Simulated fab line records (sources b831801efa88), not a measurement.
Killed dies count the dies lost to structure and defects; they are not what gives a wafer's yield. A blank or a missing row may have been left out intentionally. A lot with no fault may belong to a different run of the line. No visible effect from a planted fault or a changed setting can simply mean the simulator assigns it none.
One fault seen from 2 desks	flow sky130	what lay behind the numbers comes last; until then each desk has only its own

TOOL OWNER'S DESK, iline stepper-02
The tool's own readings at SKY_SONOS_ONO_EXPOSE_10 (exposes mask ONOM, target cd 410 nm): means of the sampled wafers that have a number, for each lot that ran on this tool. A lot is out of limits, marked OUT, if its mean lies more than 4 standard deviations from the usual mean; the brackets give that distance.
Columns: A = exposure dose mJ cm2 at SKY_SONOS_ONO_EXPOSE_10, usual 149.18
lot	first seen here	A
L737	day 14 03:14	149.23
L740	day 14 16:28	149.00
L743	day 15 20:43	149.20
L745	day 16 04:27	149.31
L747	day 17 00:46	149.23
L751	day 18 03:49	166.41 (+99 or more) OUT
L752	day 18 14:56	166.32 (+99 or more) OUT
This desk's verdict: out of limits on L751, L752, starting with L751 at day 18 03:49 (exposure dose mJ cm2 at SKY_SONOS_ONO_EXPOSE_10). Within limits: L737, L740, L743, L745, L747.

FROM THE METROLOGY DESK
What the gauges read for every lot (on any tool): the sampled wafers with a number, averaged. A lot is out of limits, marked OUT, if its mean lies more than 4 standard deviations from the usual mean; the brackets give that distance.
Columns: A = PWDE_OVL at SKY_PWDE_OVL_MEAS_07, usual 0.8 nm; B = NWELL_01_OVL at SKY_NWELL_OVL_MEAS_23, usual -0.5 nm; C = VT_ADJUST_LVTN_2_TW at SKY_VT_ADJUST_LVTN_TW_MEAS_21, usual 187.4; D = cd nm at SKY_SONOS_ONO_CD_MEAS_13, usual 410.8 nm
lot	first seen here	A	B	C	D
L733	day 3 17:22	1.5	-0.2	188.3	411.3
L737	day 4 21:55	1.5	0.5	187.3	412.4
L738	day 5 04:19	3.7	-1.2	188.5	413.8
L740	day 5 14:25	2.7	-1.1	187.8	410.7
L743	day 6 06:59	0.4	-1.5	185.4	413.8
L745	day 6 15:32	1.2	-1.2	186.3	411.8
L746	day 6 22:46	0.1	-0.2	185.7	409.0
L747	day 7 04:16	0.4	-0.9	185.1	407.7
L748	day 7 08:34	0.2	1.2	186.2	409.2
L751	day 8 06:13	2.4	-0.6	190.3	381.0 (-14) OUT
L752	day 8 10:31	0.3	0.4	185.3	383.0 (-13) OUT
L754	day 8 18:19	0.8	-0.4	186.4	409.8
L755	day 9 01:22	0.8	-1.8	190.2	409.2
This desk's verdict: out of limits on L751, L752, starting with L751 at day 18 18:49 (cd nm at SKY_SONOS_ONO_CD_MEAS_13). Within limits: L733, L737, L738, L740, L743, L745, L746, L747, L748, L754, L755.

TAKEN TOGETHER
At day 18 03:49, on L751, L752, the tool owner's desk was in a position to raise an alarm.
The metrology desk could have raised an alarm at day 18 18:49, on L751, L752.
Every lot named ran SKY_SONOS_ONO_EXPOSE_10 on iline stepper-02.

WHAT THE SIMULATOR HAD PUT IN
Process parameter drift: iline stepper-02, from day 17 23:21 on, at SKY_SONOS_ONO_EXPOSE_10. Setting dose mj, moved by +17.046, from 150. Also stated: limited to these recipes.
Lots struck among those shown: L751, L752.
Time in hours from fault onset to the first out-of-limits reading at each desk: tool owner's desk 4, metrology desk 19.
